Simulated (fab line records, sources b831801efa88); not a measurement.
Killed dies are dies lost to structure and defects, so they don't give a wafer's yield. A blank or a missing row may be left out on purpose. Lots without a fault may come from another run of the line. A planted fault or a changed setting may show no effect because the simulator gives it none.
One fault seen from 2 desks | flow sfq_line | each desk has only its own numbers; what lay behind them comes last

THE TOOL OWNER'S DESK: pecvd-04
The tool's own readings at SFQ_TRILAYER_I4_DEP_PECVD_099 (deposits SiO2 from SiH4/N2O, time 111.11 s, target thk 500 nm): means of the sampled wafers that have a number, for each lot that ran on this tool. A lot is out of limits, marked OUT, if its mean lies more than 4 standard deviations from the usual mean; the brackets give that distance.
Columns: A = heater_power_w at SFQ_TRILAYER_I4_DEP_PECVD_099, usual 79 W; B = rf_fwd_power_W at SFQ_TRILAYER_I4_DEP_PECVD_099, usual 182.2 W; C = showerhead_vpp_V at SFQ_TRILAYER_I4_DEP_PECVD_099, usual 817 V; D = throttle_valve_pct at SFQ_TRILAYER_I4_DEP_PECVD_099, usual 24.4 %
lot  | first seen here | A  | B               | C   | D
L642 | day 45 20:49    | 74 | 182.7           | 824 | 25.1
L647 | day 47 10:17    | 81 | 192.1 (+15) OUT | 855 | 24.1
L648 | day 47 16:17    | 68 | 201.0 (+28) OUT | 876 | 24.5
L657 | day 50 17:43    | 75 | 181.8           | 819 | 25.4
This desk's finding: out of limits on L647, L648; first on L647, day 47 10:17 (rf_fwd_power_W at SFQ_TRILAYER_I4_DEP_PECVD_099). In limits: L642, L657.

THE METROLOGY DESK
What the gauges read, lot by lot, whatever tool the lot ran on: means of the sampled wafers that have a number. A lot is out of limits, marked OUT, if its mean lies more than 4 standard deviations from the usual mean; the brackets give that distance.
Columns: A = M4_OVL at SFQ_M4_OVL_MEAS_926, usual 3 nm; B = I4_BOW at SFQ_I4_BOW_MEAS_927, usual 3 um
lot  | first seen here | A | B
L639 | day 41 12:25    | 5 | -1
L642 | day 45 19:02    | 9 | -3
L647 | day 47 09:17    | 5 | 3
L648 | day 47 15:17    | 6 | 9
L656 | day 50 14:17    | 4 | -5
L657 | day 50 16:42    | 0 | -3
This desk's finding: nothing out of limits on any of the 6 lots.

PUT TOGETHER
The tool owner's desk could have raised an alarm at day 47 10:17, on L647, L648.
The metrology desk saw nothing out of limits.
The metrology desk has L647, L648 on record, within its limits.
Of the lots named, all ran SFQ_TRILAYER_I4_DEP_PECVD_099 on pecvd-04.

WHAT THE SIMULATOR HAD PUT IN
Process parameter drift: pecvd-04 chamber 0, from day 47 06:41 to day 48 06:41, at SFQ_TRILAYER_I4_DEP_PECVD_099. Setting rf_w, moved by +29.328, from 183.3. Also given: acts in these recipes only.
Lots struck among those shown: L647, L648.
Hours from the fault's start to each desk's first reading out of limits: the tool owner's desk, 4.
